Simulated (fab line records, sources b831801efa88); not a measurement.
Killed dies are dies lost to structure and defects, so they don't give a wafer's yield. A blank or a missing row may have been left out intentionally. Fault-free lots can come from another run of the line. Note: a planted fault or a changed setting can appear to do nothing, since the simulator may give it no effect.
fab line records | flow sky130
record: lots: 14 | wafers: 42 | lastDay: 50
route steps=708 shown VIA2@520 VIA3@576 METAL4@598
lots that met no fault: from a run of the same line without faults
startH: hours from the record's first day to the start of the lot's first wafer shown | waitH: hours elapsed since this lot's preceding step | " unchanged from the row above | L1.1+2: several wafers, shown together as one row | - no value, or no start given | * or withheld: withheld | < > ~ a bound
route shown NAME@n: a module of which the file shows steps, and the number in the route of the first | usual: mean/standard deviation taken from wafers without a fault | same: alike in all rows | chamber/n: place in a boat | sites: per-site readings | _std_site: their standard deviation | _edge_site: inner sites' mean taken away from outer sites' mean | radiusMm: how far each site lies from the wafer's centre | mask NAME#n: copy n | behind: the most recent tool/chamber to have shaped the wafer | hold: what put the lot on hold/how long, in hours/how the hold closed | device: the transistor (n, p or np) that didn't switch | end of line: tests run on the same wafers once the route is complete | a step without rows: its recipe alone | killed: dies lost to structure and defects at the first sort, not the wafer's yield | map: the dies of a wafer, with x for killed, . for not killed, _ for no die there
set.NAME: setting as actually run; set.NAME@STEP: the setting as run at that earlier step | model.NAME: the simulator's own value behind a step, which no gauge read
route steps across a sampled set of lots; one table per step, one row per wafer
services: when a tool's chamber went out of use (startH, in hours from the record's first day, below 0 if earlier), for how many hours, and the reason
== steps ==
step: SKY_VIA2_OVL_MEAS_13
usual: VIA2_OVL: -1/5.5
lot.wafer | tool       | chamber | startH  | waitH | VIA2_OVL[nm]
L979.2    | overlay-01 | -       | 855.33  | 0.1   | 3
L979.4    | "          | -       | "       | "     | -1
L979.6    | "          | -       | "       | "     | -1
L980.1    | overlay-01 | -       | 861.51  | 0.1   | 1
L980.3    | "          | -       | "       | "     | 1
L980.5    | "          | -       | "       | "     | -2
L981.1    | overlay-01 | -       | 878.42  | 0.1   | -10
L981.5    | "          | -       | "       | "     | -4
L981.6    | "          | -       | "       | "     | 0
L989.1    | overlay-01 | -       | 934.96  | 0.1   | -1
L989.3    | "          | -       | "       | "     | 0
L989.4    | "          | -       | "       | "     | 1
L991.3    | overlay-02 | -       | 945.03  | 0.1   | 1
L991.5    | "          | -       | "       | "     | -1
L991.6    | "          | -       | "       | "     | 0
L993.3    | overlay-01 | -       | 952.09  | 0.1   | -3
L993.4    | "          | -       | "       | "     | -3
L993.6    | "          | -       | "       | "     | -3
L994.1    | overlay-02 | -       | 959.52  | 0.1   | -5
L994.3    | "          | -       | "       | "     | -14
L994.5    | "          | -       | "       | "     | -8
L995.2    | overlay-02 | -       | 967.32  | 0.1   | 1
L995.3    | "          | -       | "       | "     | -3
L995.4    | "          | -       | "       | "     | -4
L996.1    | overlay-01 | -       | 976.98  | 0.1   | 3
L996.5    | "          | -       | "       | "     | 0
L996.6    | "          | -       | "       | "     | -3
L997.2    | overlay-01 | -       | 979.82  | 0.1   | 3
L997.3    | "          | -       | "       | "     | -2
L997.5    | "          | -       | "       | "     | 1
L998.4    | overlay-02 | -       | 990.29  | 0.1   | 13
L998.5    | "          | -       | "       | "     | 7
L998.6    | "          | -       | "       | "     | 12
L999.1    | overlay-02 | -       | 996.41  | 0.1   | -13
L999.5    | "          | -       | "       | "     | -6
L999.6    | "          | -       | "       | "     | -2
L101.1    | overlay-01 | -       | 1006.32 | 0.1   | 4
L101.2    | "          | -       | "       | "     | -1
L101.3    | "          | -       | "       | "     | 9
L102.1    | overlay-01 | -       | 1013.67 | 0.1   | -2
L102.4    | "          | -       | "       | "     | -2
L102.6    | "          | -       | "       | "     | -3
step: SKY_VIA2_STRIP_16
recipe: chemistry: O2/N2 | powerW: 1400 | pressureMtorr: 1500 | platenTempC: withheld | o2FlowSccm: 3000 | n2FlowSccm: 300 | overashFraction: 0.5
usual: drypumpMotorCurrentA: 5.48/0.17 | oesProductAu: 0.399/0.0047 | stripTimeToEndpointS: 4.05/0.034
lot.wafer | tool           | chamber | startH  | waitH | drypumpMotorCurrentA | oesProductAu | rfHoursCounterH | stripTimeToEndpointS
L979.2    | plasmaAsher-01 | 0       | 855.47  | 0.0   | 5.51                 | 0.402        | 75              | 4.04
L979.4    | "              | 0       | "       | "     | 5.51                 | 0.399        | -               | 4.03
L979.6    | "              | 0       | "       | "     | 5.52                 | 0.390        | -               | 4.06
L980.1    | plasmaAsher-04 | 0       | 861.65  | 0.0   | 5.15                 | 0.392        | 98              | 3.95
L980.3    | "              | 0       | "       | "     | 5.13                 | 0.400        | -               | 4.05
L980.5    | "              | 0       | "       | "     | 5.14                 | 0.403        | -               | 4.06
L981.1    | plasmaAsher-03 | 1       | 878.56  | 0.0   | 5.70                 | 0.390        | 45              | 4.01
L981.5    | "              | 1       | "       | "     | 5.70                 | 0.391        | -               | 4.02
L981.6    | "              | 0       | "       | "     | 5.28                 | 0.399        | -               | 4.00
L989.1    | plasmaAsher-03 | 1       | 935.10  | 0.0   | 5.71                 | 0.397        | 51              | 4.02
L989.3    | "              | 1       | "       | "     | 5.72                 | 0.400        | -               | 4.08
L989.4    | "              | 0       | "       | "     | 5.30                 | 0.392        | -               | 4.06
L991.3    | plasmaAsher-03 | 1       | 945.19  | 0.1   | 5.69                 | 0.406        | -               | 4.08
L991.5    | "              | 1       | "       | "     | 5.70                 | 0.399        | -               | 4.06
L991.6    | "              | 0       | "       | "     | 5.27                 | 0.400        | -               | 4.09
L993.3    | plasmaAsher-01 | 0       | 952.25  | 0.1   | 5.53                 | 0.400        | -               | 4.01
L993.4    | "              | 1       | "       | "     | 5.45                 | 0.406        | -               | 4.14
L993.6    | "              | 1       | "       | "     | 5.45                 | 0.394        | -               | 4.00
L994.1    | plasmaAsher-04 | 1       | 959.66  | 0.0   | 5.68                 | 0.405        | 107             | 4.08
L994.3    | "              | 0       | "       | "     | 5.14                 | 0.395        | -               | 4.01
L994.5    | "              | 0       | "       | "     | 5.13                 | 0.395        | -               | 4.08
L995.2    | plasmaAsher-03 | 0       | 967.45  | 0.0   | 5.27                 | 0.411        | 54              | 4.04
L995.3    | "              | 1       | "       | "     | 5.69                 | 0.397        | -               | 4.10
L995.4    | "              | 0       | "       | "     | 5.29                 | 0.402        | -               | 4.04
L996.1    | plasmaAsher-03 | 0       | 977.12  | 0.0   | 5.25                 | 0.404        | 55              | 4.03
L996.5    | "              | 0       | "       | "     | 5.29                 | 0.402        | -               | 3.99
L996.6    | "              | 1       | "       | "     | 5.69                 | 0.397        | -               | 4.04
L997.2    | plasmaAsher-01 | 1       | 979.95  | 0.0   | 5.43                 | 0.400        | 88              | 4.05
L997.3    | "              | 1       | "       | "     | 5.44                 | 0.394        | -               | 4.02
L997.5    | "              | 1       | "       | "     | 5.45                 | 0.392        | -               | 4.04
L998.4    | plasmaAsher-01 | 1       | 990.44  | 0.1   | 5.41                 | 0.396        | -               | 4.11
L998.5    | "              | 1       | "       | "     | 5.42                 | 0.398        | -               | 4.10
L998.6    | "              | 0       | "       | "     | 5.53                 | 0.410        | -               | 4.09
L999.1    | plasmaAsher-01 | 1       | 996.55  | 0.0   | 5.44                 | 0.405        | 90              | 4.12
L999.5    | "              | 1       | "       | "     | 5.44                 | 0.396        | -               | 4.07
L999.6    | "              | 0       | "       | "     | 5.53                 | 0.397        | -               | 4.00
L101.1    | plasmaAsher-01 | 1       | 1006.46 | 0.0   | 5.42                 | 0.401        | 91              | 4.04
L101.2    | "              | 0       | "       | "     | 5.53                 | 0.398        | 91              | 4.05
L101.3    | "              | 0       | "       | "     | 5.53                 | 0.403        | -               | 4.05
L102.1    | plasmaAsher-01 | 0       | 1013.81 | 0.0   | 5.52                 | 0.400        | 92              | 4.07
L102.4    | "              | 0       | "       | "     | 5.52                 | 0.400        | -               | 4.03
L102.6    | "              | 0       | "       | "     | 5.53                 | 0.407        | -               | 4.11
step: SKY_VIA3_BOW_MEAS_03
recipe: mode: bow
usual: VIA3_BOW: 79/7.5
lot.wafer | tool         | chamber | startH  | waitH | VIA3_BOW[um]
L979.2    | filmMetro-02 | -       | 911.43  | 0.3   | 84
L979.4    | "            | -       | "       | "     | 92
L979.6    | "            | -       | "       | "     | 87
L980.1    | filmMetro-04 | -       | 916.80  | 0.1   | 70
L980.3    | "            | -       | "       | "     | 85
L980.5    | "            | -       | "       | "     | 88
L981.1    | filmMetro-02 | -       | 932.88  | 0.1   | 94
L981.5    | "            | -       | "       | "     | 67
L981.6    | "            | -       | "       | "     | 79
L989.1    | filmMetro-02 | -       | 986.75  | 0.1   | 69
L989.3    | "            | -       | "       | "     | 77
L989.4    | "            | -       | "       | "     | 69
L991.3    | filmMetro-04 | -       | 998.31  | 0.1   | 85
L991.5    | "            | -       | "       | "     | 84
L991.6    | "            | -       | "       | "     | 77
L993.3    | filmMetro-02 | -       | 1003.00 | 0.3   | 82
L993.4    | "            | -       | "       | "     | 68
L993.6    | "            | -       | "       | "     | 71
L994.1    | filmMetro-04 | -       | 1010.46 | 0.1   | 81
L994.3    | "            | -       | "       | "     | 84
L994.5    | "            | -       | "       | "     | 81
L995.2    | filmMetro-04 | -       | 1018.57 | 0.2   | 70
L995.3    | "            | -       | "       | "     | 83
L995.4    | "            | -       | "       | "     | 61
L996.1    | filmMetro-02 | -       | 1027.57 | 0.2   | 90
L996.5    | "            | -       | "       | "     | 68
L996.6    | "            | -       | "       | "     | 79
L997.2    | filmMetro-04 | -       | 1031.14 | 0.3   | 78
L997.3    | "            | -       | "       | "     | 72
L997.5    | "            | -       | "       | "     | 93
L998.4    | filmMetro-04 | -       | 1040.11 | 0.3   | 79
L998.5    | "            | -       | "       | "     | 70
L998.6    | "            | -       | "       | "     | 74
L999.1    | filmMetro-04 | -       | 1046.14 | 0.2   | 73
L999.5    | "            | -       | "       | "     | 70
L999.6    | "            | -       | "       | "     | 79
L101.1    | filmMetro-03 | -       | 1054.59 | 0.1   | 74
L101.2    | "            | -       | "       | "     | 62
L101.3    | "            | -       | "       | "     | 77
L102.1    | filmMetro-03 | -       | 1062.44 | 0.2   | 79
L102.4    | "            | -       | "       | "     | 80
L102.6    | "            | -       | "       | "     | 80
step: SKY_VIA3_ETCH_14
recipe: chemistry: N2/H2 | target: BARC | ionEnergyEv: 200 | sourceW: 500 | biasW: 100 | pressureMtorr: 30 | n2FlowSccm: 100 | h2FlowSccm: 200 | stopOn: SiO2 | timeS: 45.9 | targetDepthA: 600
usual: drypumpMotorCurrentA: 5.7/0.39 | oesProductAu: 0.854/0.0049 | runLengthS: 74.3/0.44 | throttleValvePct: 13.225/0.009
lot.wafer | tool       | chamber | startH  | waitH | drypumpMotorCurrentA | oesProductAu | rfHoursCounterH | runLengthS | throttleValvePct
L979.2    | rieDiel-01 | 1       | 936.40  | 0.0   | 6.2                  | 0.865        | 8               | 74.7       | 13.228
L979.4    | "          | 2       | "       | "     | 5.3                  | 0.857        | 25              | 74.6       | 13.235
L979.6    | "          | 2       | "       | "     | 5.3                  | 0.853        | -               | 74.3       | 13.225
L980.1    | rieDiel-02 | 1       | 942.01  | 0.0   | 5.7                  | 0.856        | 7               | 75.1       | 13.234
L980.3    | "          | 0       | "       | "     | 5.2                  | 0.855        | 24              | 73.8       | 13.233
L980.5    | "          | 1       | "       | "     | 5.7                  | 0.857        | -               | 75.0       | 13.222
L981.1    | rieDiel-01 | 2       | 957.45  | 0.0   | 5.3                  | 0.855        | 26              | 74.2       | 13.220
L981.5    | "          | 3       | "       | "     | 5.4                  | 0.847        | -               | 73.9       | 13.200
L981.6    | "          | 0       | "       | "     | 5.5                  | 0.852        | -               | 74.8       | 13.213
L989.1    | rieDiel-03 | 2       | 1010.30 | 0.0   | 5.6                  | 0.984        | 16              | 45.7       | 13.232
L989.3    | "          | 0       | "       | "     | 5.9                  | 0.841        | 16              | 74.5       | 13.241
L989.4    | "          | 1       | "       | "     | 6.1                  | 0.854        | 23              | 74.5       | 13.215
L991.3    | rieDiel-03 | 0       | 1021.85 | 0.0   | 5.9                  | 0.859        | 16              | 74.0       | 13.236
L991.5    | "          | 2       | "       | "     | 5.6                  | 0.858        | -               | 73.9       | 13.220
L991.6    | "          | 1       | "       | "     | 6.1                  | 1.026        | -               | 46.6       | 13.239
L993.3    | rieDiel-02 | 2       | 1026.00 | 0.0   | 5.2                  | 0.854        | 6               | 73.8       | 13.227
L993.4    | "          | 3       | "       | "     | 6.0                  | 0.852        | 23              | 74.4       | 13.227
L993.6    | "          | 2       | "       | "     | 5.2                  | 0.858        | -               | 73.9       | 13.210
L994.1    | rieDiel-01 | 2       | 1033.20 | 0.0   | 5.3                  | 0.845        | 28              | 74.0       | 13.227
L994.3    | "          | 1       | "       | "     | 6.2                  | 0.851        | 11              | 74.6       | 13.229
L994.5    | "          | 2       | "       | "     | 5.3                  | 0.853        | -               | 74.2       | 13.230
L995.2    | rieDiel-01 | 3       | 1040.41 | 0.0   | 5.5                  | 0.857        | 7               | 73.8       | 13.223
L995.3    | "          | 0       | "       | "     | 5.5                  | 0.856        | 14              | 74.8       | 13.234
L995.4    | "          | 1       | "       | "     | 6.2                  | 0.858        | 12              | 74.5       | 13.235
L996.1    | rieDiel-01 | 2       | 1049.50 | 0.0   | 5.3                  | 0.860        | 29              | 74.4       | 13.219
L996.5    | "          | 0       | "       | "     | 5.6                  | 0.850        | -               | 75.0       | 13.203
L996.6    | "          | 1       | "       | "     | 6.2                  | 0.849        | -               | 74.8       | 13.222
L997.2    | rieDiel-02 | 1       | 1053.60 | 0.0   | 5.6                  | 0.853        | 11              | 74.8       | 13.226
L997.3    | "          | 3       | "       | "     | 6.0                  | 0.856        | 25              | 74.5       | 13.218
L997.5    | "          | 1       | "       | "     | 5.6                  | 0.850        | -               | 74.9       | 13.207
L998.4    | rieDiel-02 | 1       | 1062.45 | 0.0   | 5.7                  | 0.848        | 11              | 74.9       | 13.217
L998.5    | "          | 2       | "       | "     | 5.2                  | 0.859        | -               | 74.4       | 13.230
L998.6    | "          | 3       | "       | "     | 5.9                  | 0.845        | -               | 74.6       | 13.219
L999.1    | rieDiel-01 | 3       | 1068.60 | 0.0   | 5.4                  | 0.848        | 8               | 73.7       | 13.226
L999.5    | "          | 0       | "       | "     | 5.5                  | 0.854        | -               | 75.0       | 13.222
L999.6    | "          | 1       | "       | "     | 6.2                  | 0.855        | -               | 74.7       | 13.227
L101.1    | rieDiel-01 | 2       | 1076.75 | 0.0   | 5.3                  | 0.849        | 29              | 74.6       | 13.232
L101.2    | "          | 3       | "       | "     | 5.4                  | 0.855        | 8               | 73.5       | 13.227
L101.3    | "          | 1       | "       | "     | 6.2                  | 0.859        | 13              | 74.8       | 13.227
L102.1    | rieDiel-03 | 3       | 1083.55 | 0.0   | 6.5                  | 0.855        | 8               | 74.3       | 13.227
L102.4    | "          | 2       | "       | "     | 5.6                  | 0.849        | 18              | 73.8       | 13.212
L102.6    | "          | 2       | "       | "     | 5.6                  | 0.860        | -               | 73.8       | 13.236
step: SKY_VIA3_ETCH_15
recipe: target: SiO2 | chemistry: C4F8/O2/Ar | targetDepthNm: 507 | stopOn: TiN | maskMaterial: KrF-thick | sourceW: 1500 | biasW: 1200 | pressureMtorr: 40 | c4f8FlowSccm: withheld | O2_flow_sccm: 6 | Ar_flow_sccm: 300 | timeS: 78
usual: oesProductAu: 0.945/0.0048 | runLengthS: 106.4/0.46
lot.wafer | tool       | chamber | startH  | waitH | oesProductAu | runLengthS
L979.2    | rieDiel-01 | 1       | 936.45  | 0.0   | 0.949        | 106.9
L979.4    | "          | 2       | "       | "     | 0.949        | 106.1
L979.6    | "          | 2       | "       | "     | 0.947        | 106.1
L980.1    | rieDiel-02 | 1       | 942.06  | 0.0   | 0.936        | 107.2
L980.3    | "          | 0       | "       | "     | 0.943        | 106.0
L980.5    | "          | 1       | "       | "     | 0.936        | 107.1
L981.1    | rieDiel-01 | 2       | 957.49  | 0.0   | 0.959        | 106.3
L981.5    | "          | 3       | "       | "     | 0.948        | 106.2
L981.6    | "          | 0       | "       | "     | 0.944        | 107.3
L989.1    | rieDiel-03 | 2       | 1010.35 | 0.0   | 0.382        | 106.6
L989.3    | "          | 0       | "       | "     | 0.952        | 106.4
L989.4    | "          | 1       | "       | "     | 0.943        | 106.7
L991.3    | rieDiel-03 | 0       | 1021.90 | 0.0   | 0.947        | 106.6
L991.5    | "          | 2       | "       | "     | 0.942        | 106.5
L991.6    | "          | 1       | "       | "     | 0.373        | 106.4
L993.3    | rieDiel-02 | 2       | 1026.05 | 0.0   | 0.942        | 106.1
L993.4    | "          | 3       | "       | "     | 0.949        | 106.3
L993.6    | "          | 2       | "       | "     | 0.944        | 106.2
L994.1    | rieDiel-01 | 2       | 1033.24 | 0.0   | 0.948        | 106.8
L994.3    | "          | 1       | "       | "     | 0.947        | 106.6
L994.5    | "          | 2       | "       | "     | 0.951        | 106.7
L995.2    | rieDiel-01 | 3       | 1040.46 | 0.0   | 0.940        | 105.6
L995.3    | "          | 0       | "       | "     | 0.937        | 107.0
L995.4    | "          | 1       | "       | "     | 0.948        | 107.3
L996.1    | rieDiel-01 | 2       | 1049.55 | 0.0   | 0.945        | 106.1
L996.5    | "          | 0       | "       | "     | 0.946        | 107.3
L996.6    | "          | 1       | "       | "     | 0.944        | 106.7
L997.2    | rieDiel-02 | 1       | 1053.65 | 0.0   | 0.946        | 106.8
L997.3    | "          | 3       | "       | "     | 0.940        | 107.0
L997.5    | "          | 1       | "       | "     | 0.941        | 107.0
L998.4    | rieDiel-02 | 1       | 1062.50 | 0.0   | 0.950        | 106.8
L998.5    | "          | 2       | "       | "     | 0.943        | 105.9
L998.6    | "          | 3       | "       | "     | 0.950        | 106.7
L999.1    | rieDiel-01 | 3       | 1068.65 | 0.0   | 0.947        | 105.5
L999.5    | "          | 0       | "       | "     | 0.946        | 107.3
L999.6    | "          | 1       | "       | "     | 0.944        | 106.5
L101.1    | rieDiel-01 | 2       | 1076.80 | 0.0   | 0.944        | 106.5
L101.2    | "          | 3       | "       | "     | 0.948        | 106.3
L101.3    | "          | 1       | "       | "     | 0.944        | 106.7
L102.1    | rieDiel-03 | 3       | 1083.60 | 0.0   | 0.945        | 106.2
L102.4    | "          | 2       | "       | "     | 0.950        | 106.2
L102.6    | "          | 2       | "       | "     | 0.943        | 106.1
step: SKY_VIA3_STRIP_16
recipe: chemistry: O2/N2 | powerW: 1400 | pressureMtorr: 1500 | platenTempC: withheld | o2FlowSccm: 3000 | n2FlowSccm: 300 | overashFraction: 0.5
usual: drypumpMotorCurrentA: 5.8/0.44 | oesProductAu: 0.402/0.0049 | stripTimeToEndpointS: 4.14/0.033
lot.wafer | tool           | chamber | startH  | waitH | drypumpMotorCurrentA | oesProductAu | rfHoursCounterH | stripTimeToEndpointS
L979.2    | plasmaAsher-01 | 0       | 936.51  | 0.0   | 5.5                  | 0.396        | 84              | 4.10
L979.4    | "              | 1       | "       | "     | 5.4                  | 0.409        | -               | 4.16
L979.6    | "              | 1       | "       | "     | 5.5                  | 0.397        | -               | 4.11
L980.1    | plasmaAsher-02 | 0       | 942.12  | 0.0   | 6.3                  | 0.400        | 20              | 4.17
L980.3    | "              | 1       | "       | "     | 6.5                  | 0.400        | -               | 4.12
L980.5    | "              | 0       | "       | "     | 6.3                  | 0.408        | -               | 4.20
L981.1    | plasmaAsher-02 | 1       | 957.55  | 0.0   | 6.4                  | 0.400        | 21              | 4.14
L981.5    | "              | 0       | "       | "     | 6.2                  | 0.407        | -               | 4.12
L981.6    | "              | 1       | "       | "     | 6.4                  | 0.408        | -               | 4.17
L989.1    | plasmaAsher-03 | 0       | 1010.41 | 0.0   | 5.3                  | 0.417        | 58              | 4.43
L989.3    | "              | 0       | "       | "     | 5.3                  | 0.411        | -               | 4.17
L989.4    | "              | 1       | "       | "     | 5.7                  | 0.403        | -               | 4.11
L991.3    | plasmaAsher-03 | 1       | 1021.99 | 0.1   | 5.7                  | 0.404        | -               | 4.13
L991.5    | "              | 0       | "       | "     | 5.3                  | 0.405        | -               | 4.15
L991.6    | "              | 1       | "       | "     | 5.7                  | 0.417        | -               | 4.38
L993.3    | plasmaAsher-03 | 0       | 1026.14 | 0.1   | 5.3                  | 0.399        | -               | 4.07
L993.4    | "              | 1       | "       | "     | 5.7                  | 0.403        | -               | 4.17
L993.6    | "              | 1       | "       | "     | 5.7                  | 0.393        | -               | 4.05
L994.1    | plasmaAsher-01 | 0       | 1033.30 | 0.0   | 5.5                  | 0.404        | 94              | 4.13
L994.3    | "              | 1       | "       | "     | 5.4                  | 0.400        | -               | 4.14
L994.5    | "              | 0       | "       | "     | 5.5                  | 0.402        | -               | 4.14
L995.2    | plasmaAsher-03 | 1       | 1040.52 | 0.0   | 5.7                  | 0.403        | 61              | 4.07
L995.3    | "              | 0       | "       | "     | 5.3                  | 0.407        | -               | 4.11
L995.4    | "              | 1       | "       | "     | 5.7                  | 0.400        | -               | 4.12
L996.1    | plasmaAsher-03 | 0       | 1049.61 | 0.0   | 5.3                  | 0.396        | 62              | 4.15
L996.5    | "              | 0       | "       | "     | 5.3                  | 0.402        | -               | 4.14
L996.6    | "              | 1       | "       | "     | 5.7                  | 0.403        | -               | 4.14
L997.2    | plasmaAsher-02 | 1       | 1053.71 | 0.0   | 6.4                  | 0.405        | 30              | 4.17
L997.3    | "              | 1       | "       | "     | 6.4                  | 0.408        | -               | 4.16
L997.5    | "              | 1       | "       | "     | 6.5                  | 0.407        | -               | 4.14
L998.4    | plasmaAsher-03 | 0       | 1062.59 | 0.1   | 5.3                  | 0.402        | -               | 4.18
L998.5    | "              | 0       | "       | "     | 5.3                  | 0.403        | -               | 4.09
L998.6    | "              | 1       | "       | "     | 5.7                  | 0.401        | -               | 4.15
L999.1    | plasmaAsher-01 | 1       | 1068.71 | 0.0   | 5.4                  | 0.405        | 98              | 4.10
L999.5    | "              | 1       | "       | "     | 5.4                  | 0.404        | -               | 4.16
L999.6    | "              | 0       | "       | "     | 5.5                  | 0.400        | -               | 4.12
L101.1    | plasmaAsher-01 | 1       | 1076.86 | 0.0   | 5.4                  | 0.403        | 98              | 4.18
L101.2    | "              | 0       | "       | "     | 5.5                  | 0.394        | 98              | 4.09
L101.3    | "              | 1       | "       | "     | 5.5                  | 0.405        | -               | 4.15
L102.1    | plasmaAsher-02 | 1       | 1083.66 | 0.0   | 6.5                  | 0.397        | 33              | 4.09
L102.4    | "              | 1       | "       | "     | 6.5                  | 0.404        | -               | 4.13
L102.6    | "              | 1       | "       | "     | 6.5                  | 0.405        | -               | 4.17
step: SKY_METAL4_SPUTTER_00
recipe: material: Ti | targetThkNm: 15 | powerW: 3000 | timeS: 10 | chamberPressurePa: 0.4
usual: throttleValvePct: 29.6/0.9
lot.wafer | tool          | chamber | startH  | waitH | throttleValvePct
L979.2    | pvdSputter-02 | -       | 937.80  | 0.2   | 29.8
L979.4    | "             | -       | "       | "     | 30.6
L979.6    | "             | -       | "       | "     | 31.0
L980.1    | pvdSputter-03 | -       | 943.44  | 0.1   | 29.1
L980.3    | "             | -       | "       | "     | 27.7
L980.5    | "             | -       | "       | "     | 29.2
L981.1    | pvdSputter-03 | -       | 958.93  | 0.2   | 28.5
L981.5    | "             | -       | "       | "     | 28.2
L981.6    | "             | -       | "       | "     | 29.7
L989.3    | pvdSputter-03 | -       | 1011.66 | 0.1   | 28.5
L989.4    | "             | -       | "       | "     | 27.9
L991.3    | pvdSputter-02 | -       | 1023.24 | 0.1   | 29.0
L991.5    | "             | -       | "       | "     | 29.9
L993.3    | pvdSputter-04 | -       | 1027.43 | 0.1   | 28.9
L993.4    | "             | -       | "       | "     | 29.7
L993.6    | "             | -       | "       | "     | 28.4
L994.1    | pvdSputter-04 | -       | 1034.57 | 0.2   | 29.4
L994.3    | "             | -       | "       | "     | 30.5
L994.5    | "             | -       | "       | "     | 28.6
L995.2    | pvdSputter-04 | -       | 1041.93 | 0.2   | 28.8
L995.3    | "             | -       | "       | "     | 30.4
L995.4    | "             | -       | "       | "     | 30.9
L996.1    | pvdSputter-04 | -       | 1050.89 | 0.2   | 30.2
L996.5    | "             | -       | "       | "     | 28.7
L996.6    | "             | -       | "       | "     | 29.7
L997.2    | pvdSputter-04 | -       | 1054.96 | 0.1   | 29.8
L997.3    | "             | -       | "       | "     | 30.9
L997.5    | "             | -       | "       | "     | 30.2
L998.4    | pvdSputter-04 | -       | 1063.82 | 0.1   | 30.7
L998.5    | "             | -       | "       | "     | 29.8
L998.6    | "             | -       | "       | "     | 30.5
L999.1    | pvdSputter-04 | -       | 1069.96 | 0.2   | 30.8
L999.5    | "             | -       | "       | "     | 29.8
L999.6    | "             | -       | "       | "     | 30.8
L101.1    | pvdSputter-03 | -       | 1078.37 | 0.2   | 29.7
L101.2    | "             | -       | "       | "     | 29.3
L101.3    | "             | -       | "       | "     | 27.9
L102.1    | pvdSputter-03 | -       | 1085.01 | 0.2   | 30.0
L102.4    | "             | -       | "       | "     | 29.1
L102.6    | "             | -       | "       | "     | 29.3
== services ==
tool           | chamber | startH  | hours | kind
rieDiel-03     | -       | 834.61  | 1.2   | repair
rieDiel-02     | 1       | 845.75  | 3.2   | repair
plasmaAsher-03 | -       | 849.01  | 2.8   | pm
rieDiel-01     | 2       | 853.08  | 7.4   | repair
rieDiel-03     | 0       | 866.18  | 6.6   | repair
rieDiel-01     | -       | 875.20  | 0.3   | repair
pvdSputter-04  | -       | 880.82  | 6.8   | repair
plasmaAsher-03 | -       | 887.08  | 0.5   | repair
pvdSputter-04  | -       | 901.89  | 15.8  | repair
rieDiel-01     | -       | 909.07  | 6.1   | repair
rieDiel-02     | 1       | 929.42  | 10.0  | repair
rieDiel-01     | 3       | 940.07  | 6.2   | repair
plasmaAsher-03 | -       | 950.35  | 3.7   | repair
pvdSputter-03  | -       | 962.46  | 3.5   | repair
rieDiel-01     | 1       | 965.96  | 2.2   | repair
plasmaAsher-01 | -       | 973.34  | 0.6   | repair
rieDiel-01     | 1       | 980.60  | 5.8   | repair
rieDiel-02     | 0       | 981.71  | 9.3   | repair
rieDiel-01     | -       | 988.84  | 5.2   | repair
rieDiel-03     | -       | 1028.48 | 14.6  | pm
rieDiel-02     | 0       | 1062.78 | 2.4   | repair
rieDiel-02     | -       | 1069.28 | 2.8   | pm
plasmaAsher-01 | -       | 1069.34 | 1.6   | repair
rieDiel-02     | 2       | 1074.61 | 9.4   | repair
== key ==
firstSign: step: SKY_VIA3_ETCH_14 | reading: runLengthS | direction: down | sigmas: 64 | usual: * | struck: *
effect: step: SKY_VIA3_ETCH_14 | reading: oesProductAu | direction: up | sigmas: 31 | usual: 0.854 | struck: 1.005
effect: step: SKY_VIA3_ETCH_15 | reading: oesProductAu | direction: down | sigmas: 99+ | usual: 0.945 | struck: 0.377
effect: step: SKY_VIA3_STRIP_16 | reading: stripTimeToEndpointS | direction: up | sigmas: 8.2 | usual: * | struck: *
effect: step: SKY_METAL4_SPUTTER_00 | reading: visit | direction: missing
metAt SKY_VIA3_ETCH_14
struckLots L989,L991
struckWafers L989.1,L991.6
laterRowsLeftOut L989.1,L991.6
sortLeftOut L989.1,L991.6
notActingAt SKY_VIA2_OVL_MEAS_13,SKY_VIA2_STRIP_16,SKY_VIA3_BOW_MEAS_03
fault: kind: processParameterDrift | tool: rieDiel-03 | chamber: - | onsetH: 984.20 | steps: SKY_VIA3_ETCH_14 | channel: timeS | offset: * | shape: step | endH: 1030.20 | scope: struckWafersOnly | actsIn: * | stated: *
sortLeftOut: the simulated sort isn't trusted on such a fault, so these wafers' sort isn't shown, and their yield isn't known
laterRowsLeftOut: the simulator's readings of these wafers behind a module that went badly wrong aren't trusted and aren't shown, but for the sort
